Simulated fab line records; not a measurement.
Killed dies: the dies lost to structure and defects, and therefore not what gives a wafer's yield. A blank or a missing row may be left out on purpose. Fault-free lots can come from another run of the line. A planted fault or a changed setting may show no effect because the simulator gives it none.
8D (eight disciplines) problem report, filled in by code || flow sky130 || the parts of the form that need people (team, actions taken, sign-off) are left out

1. WHAT IS WRONG
killed at front end at SKY_PAD_OPEN_PROBE_99 reads a mean of 57 on 6 wafers of 2 lots; wafers without a fault read 15 with a standard deviation of 4.1. That puts it +10 standard deviations away from the usual mean.
Seen first at day 49 15:59 on prober-02, wafer L435.2. At this step, 42 wafers from 14 lots have a number in the record. Rule for "out" (also "out of limits"): further than 4 standard deviations from the usual mean. The other wafers with a number count as sound.

2. WHAT THIS IS AND IS NOT
{"question": "which readings at this step", "is": "killed at front end", "is not": "killed_at_M4_up, killed at contacts, killed at other, killed open, killed short"}
{"question": "which lots", "is": "L435, L436", "is not": "L419, L420, L421, L422, L423, L424, L425, L426, L427, L428, L432, L437"}
{"question": "which wafers of those lots", "is": "all that have a number", "is not": "-"}
{"question": "read on which tools", "is": "prober-01, prober-02", "is not": "-"}
{"question": "when", "is": "from day 49 15:59", "is not": "up to then (33 sound wafers); but 3 sound wafers of L437 came after"}

3. WHAT RULES OUT EACH SUSPECT
Counting: a tool at a process step up to the reading stays a suspect if it ran every lot that is out and no sound lot after the first of them.
- wet bench-01 at SKY_SONOS_ONO_WET_ETCH_18 (etches Si3N4 in H3PO4, target depth 15 nm, time 172 s): kept. Every lot that is out went through it, starting with L435 (day 18 03:45), and after that it ran no sound lot; the last sound lot it ran before then is L432 (day 17 01:49).
Left after counting: wet bench-01 at SKY_SONOS_ONO_WET_ETCH_18.

4. THE CAUSE (what the simulator had put in)
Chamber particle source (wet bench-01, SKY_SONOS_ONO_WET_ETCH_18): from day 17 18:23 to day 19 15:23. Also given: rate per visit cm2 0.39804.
The count eliminated every tool but this one.

5. THE CHAIN OF EFFECTS, in route order
Each row: a reading whose mean over the struck wafers that have a number lies more than 3 standard deviations from the usual. Readings are gone through only where the record gives a usual standard deviation; hours: the median, over the lots, of the time from a lot's start at the first step in this table giving one to that lot's start at this step; sigmas: the change measured in usual standard deviations.
{"hours": 0, "step": "SKY_PAD_OPEN_PROBE_99", "reading": "killed at front end", "usual": 15, "on struck wafers": 57, "change": "+42", "sigmas": "+10"}
{"hours": 0, "step": "SKY_PAD_OPEN_PROBE_99", "reading": "killed dies", "usual": 85, "on struck wafers": 117, "change": "+32", "sigmas": "+3.6"}
Process steps it contains:
- SKY_PAD_OPEN_PROBE_99

6. HOW IT WOULD HAVE BEEN CAUGHT EARLIER
766 hours passed between the start of the fault at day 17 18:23 and the first reading out of limits in this record, taken at day 49 15:59.
Lots out: 2; all had begun SKY_SONOS_ONO_WET_ETCH_18 on wet bench-01 by day 49 15:59. None of them would have been spared by holding the tool at that moment.
